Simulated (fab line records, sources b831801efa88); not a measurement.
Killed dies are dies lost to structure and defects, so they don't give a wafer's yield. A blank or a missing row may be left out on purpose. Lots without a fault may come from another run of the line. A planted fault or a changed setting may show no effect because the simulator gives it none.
Chamber matching | flow sky130 | SKY_VIA3_CMP_02 on cmp-01: 4 sister chambers
The step polishes SiO2. 16 wafers are shown with their chamber, then 8 later ones without.

WAFERS WITH THEIR CHAMBER
wafer  | chamber | motor_current_A (A) | retaining_ring_pressure_frac
L333.1 | 0       | 10.6                | 0.999
L333.3 | 1       | 14.5                | 1.003
L333.5 | 1       | 14.0                | 1.000
L334.1 | 1       | 14.4                | 0.994
L334.3 | 3       | 12.7                | 0.991
L334.5 | 1       | 14.3                | 1.002
L336.1 | 2       | 11.9                | 0.999
L336.4 | 3       | 12.5                | 1.005
L336.6 | 0       | 10.5                | 1.001
L337.2 | 3       | 11.8                | 1.004
L337.3 | 1       | 14.5                | 0.999
L337.4 | 0       | 11.2                | 1.002
L338.2 | 3       | 11.5                | 1.006
L338.3 | 1       | 14.7                | 0.990
L338.5 | 2       | 11.4                | 1.002
L347.3 | 1       | 14.2                | 0.994

SIGNATURES (means of the wafers above)
reading                      | chamber 0 | chamber 1 | chamber 2 | chamber 3 | scatter within a chamber
motor_current_A              | 10.767    | 14.371    | 11.650    | 12.125    | 0.376
retaining_ring_pressure_frac | 1.00067   | 0.99743   | 1.00050   | 1.00150   | 0.00498
Rule: a wafer's distance from a chamber is the root of the sum, over the readings, of the square of ((its reading less the chamber's mean) divided by the reading's scatter). The wafer belongs to the nearest chamber; if the next one is less than 2 further off, it can't be placed. The scatter: the root of (the sum of the squares of (reading less its chamber's mean) over the shown wafers, divided by (wafers less chambers)).

WAFERS WITHOUT THEIR CHAMBER
wafer  | motor_current_A (A) | retaining_ring_pressure_frac
L347.5 | 10.6                | 1.002
L347.6 | 12.5                | 1.008
L348.1 | 12.3                | 0.991
L348.2 | 12.1                | 1.002
L348.4 | 13.7                | 1.008
L350.3 | 14.7                | 1.010
L350.5 | 14.4                | 1.005
L350.6 | 12.0                | 1.000

WHICH CHAMBER EACH WENT THROUGH
wafer  | from the rows above     | in truth
L347.5 | 0                       | 0
L347.6 | can't be placed: 3 or 2 | 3
L348.1 | can't be placed: 3 or 2 | 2
L348.2 | can't be placed: 3 or 2 | 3
L348.4 | can't be placed: 1 or 3 | 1
L350.3 | 1                       | 1
L350.5 | 1                       | 1
L350.6 | can't be placed: 3 or 2 | 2
Placed correctly: 3 of 8. Can't be placed from these rows: 5 (the true chamber is among the candidates in 5). Placed wrongly: 0.
